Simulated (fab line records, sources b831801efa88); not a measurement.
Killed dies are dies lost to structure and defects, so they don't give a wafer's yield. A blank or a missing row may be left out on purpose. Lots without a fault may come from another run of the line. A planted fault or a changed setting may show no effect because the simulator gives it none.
Which tool did it? | flow gf180mcu | 13 lots, 37 wafers sampled, at 3 steps of a route of 602

WHAT THE GAUGES READ, wafer by wafer
GF_V4_THK_MEAS_03. Usual: V4_CVD_02_THK 848 nm, standard deviation 12.
lot  | measured     | on            | V4_CVD_02_THK (nm) | flag
L629 | day 24 09:34 | film_metro-02 | 833 854 832        |
L630 | day 24 13:41 | film_metro-02 | 847 858 857        |
L631 | day 25 03:27 | film_metro-04 | 851 841 843        |
L632 | day 25 13:01 | film_metro-02 | 841 849 847        |
L633 | day 25 16:55 | film_metro-04 | 835 840 841        |
L635 | day 26 05:27 | film_metro-01 | 848 849 861        |
L636 | day 26 22:34 | film_metro-01 | 859 858 859        |
L637 | day 27 09:43 | film_metro-04 | 831 849 866        |
L638 | day 27 12:07 | film_metro-02 | 828 860 831        |
L639 | day 28 03:39 | film_metro-02 | 843 853 846        |
L641 | day 28 20:37 | film_metro-04 | 861 859            |
L643 | day 29 05:27 | film_metro-04 | 853 867            |
L649 | day 30 16:05 | film_metro-02 | 827 841 855        |

WHICH TOOL RAN EACH LOT (tool, then ch and the chambers of the sampled wafers, then the start)
lot  | GF_V2_STRIP_18                       | GF_V2_SPUTTER_21
L629 | plasma_asher-03 ch 0,1, day 21 06:11 | pvd_sputter-03, day 21 06:47
L630 | plasma_asher-01 ch 0,1, day 21 10:52 | pvd_sputter-03, day 21 11:26
L631 | plasma_asher-01 ch 0,1, day 22 00:38 | pvd_sputter-01, day 22 01:10
L632 | plasma_asher-01 ch 0,1, day 22 11:25 | pvd_sputter-01, day 22 11:55
L633 | plasma_asher-02 ch 0,1, day 22 16:16 | pvd_sputter-01, day 22 16:49
L635 | plasma_asher-01 ch 0, day 23 05:26   | pvd_sputter-01, day 23 05:59
L636 | plasma_asher-02 ch 0,1, day 23 23:47 | pvd_sputter-04, day 24 00:38
L637 | plasma_asher-02 ch 0,1, day 24 11:44 | pvd_sputter-01, day 24 12:17
L638 | plasma_asher-01 ch 0,1, day 24 14:46 | pvd_sputter-04, day 24 15:17
L639 | plasma_asher-03 ch 0,1, day 25 08:11 | pvd_sputter-03, day 25 08:43
L641 | plasma_asher-01 ch 0,1, day 26 02:37 | pvd_sputter-04, day 26 03:07
L643 | plasma_asher-02 ch 1, day 26 12:08   | pvd_sputter-01, day 26 12:38
L649 | plasma_asher-01 ch 0,1, day 27 19:59 | pvd_sputter-01, day 27 20:33
- GF_V2_STRIP_18: strips in O2/N2.
- GF_V2_SPUTTER_21: material Ti, target thk 15 nm, time 80.02 s.

WHAT THE TOOLS THEMSELVES READ (means of the sampled wafers that have a number; where no wafer has one, the mark that the record gives instead)
GF_V2_STRIP_18. Usual: drypump_motor_current_A 5.7 A, standard deviation 0.52; heater_power_w 350 W, standard deviation 33; oes_product_au 0.593 a.u., standard deviation 0.0048.
lot  | tool            | drypump_motor_current_A (A) | heater_power_w (W) | oes_product_au (a.u.) | flag
L629 | plasma_asher-03 | 4.8                         | 368                | 0.591                 |
L630 | plasma_asher-01 | 5.6                         | 362                | 0.589                 |
L631 | plasma_asher-01 | 5.6                         | 336                | 0.593                 |
L632 | plasma_asher-01 | 5.6                         | 337                | 0.597                 |
L633 | plasma_asher-02 | 6.3                         | 325                | 0.593                 |
L635 | plasma_asher-01 | 5.7                         | 386                | 0.595                 |
L636 | plasma_asher-02 | 6.4                         | 343                | 0.596                 |
L637 | plasma_asher-02 | 6.4                         | 338                | 0.593                 |
L638 | plasma_asher-01 | 5.6                         | 362                | 0.598                 |
L639 | plasma_asher-03 | 4.8                         | 395                | 0.593                 |
L641 | plasma_asher-01 | 5.6                         | 352                | 0.598                 |
L643 | plasma_asher-02 | 6.4                         | 350                | 0.593                 |
L649 | plasma_asher-01 | 5.6                         | 367                | 0.593                 |

GF_V2_SPUTTER_21. Usual: chamber_pressure_pa 5.002 Pa, standard deviation 0.0095; throttle_valve_pct 30.5 %, standard deviation 0.96.
lot  | tool           | chamber_pressure_pa (Pa) | throttle_valve_pct (%) | flag
L629 | pvd_sputter-03 | 5.002                    | 30.9                   |
L630 | pvd_sputter-03 | 5.009                    | 31.6                   |
L631 | pvd_sputter-01 | 5.007                    | 30.8                   |
L632 | pvd_sputter-01 | 5.005                    | 30.3                   |
L633 | pvd_sputter-01 | 5.002                    | 30.2                   |
L635 | pvd_sputter-01 | 4.985                    | 30.2                   |
L636 | pvd_sputter-04 | 5.005                    | 29.7                   |
L637 | pvd_sputter-01 | 5.006                    | 30.4                   |
L638 | pvd_sputter-04 | 5.002                    | 28.1                   |
L639 | pvd_sputter-03 | 5.003                    | 31.2                   |
L641 | pvd_sputter-04 | 5.003                    | 29.3                   |
L643 | pvd_sputter-01 | 5.005                    | 30.4                   |
L649 | pvd_sputter-01 | 5.007                    | 30.4                   |

THE ANSWER, worked out from the rows above alone
Rule: a lot is off if the mean of its wafers that have a number lies more than 3 standard deviations from the usual mean. A lot without any number at a reading at which 4 lots or more have one is off too. The other lots that the step has rows for count as sound. The gauges are gone through in route order, then the tools' own readings, and for those a lot's mean is taken as printed above. The first step at which some lot is off is used, and at that step the reading that is off furthest; a lot without a number counts as furthest.
No lot is off at any reading shown: from this, nothing can be told.

WHAT THE SIMULATOR HAD PUT IN
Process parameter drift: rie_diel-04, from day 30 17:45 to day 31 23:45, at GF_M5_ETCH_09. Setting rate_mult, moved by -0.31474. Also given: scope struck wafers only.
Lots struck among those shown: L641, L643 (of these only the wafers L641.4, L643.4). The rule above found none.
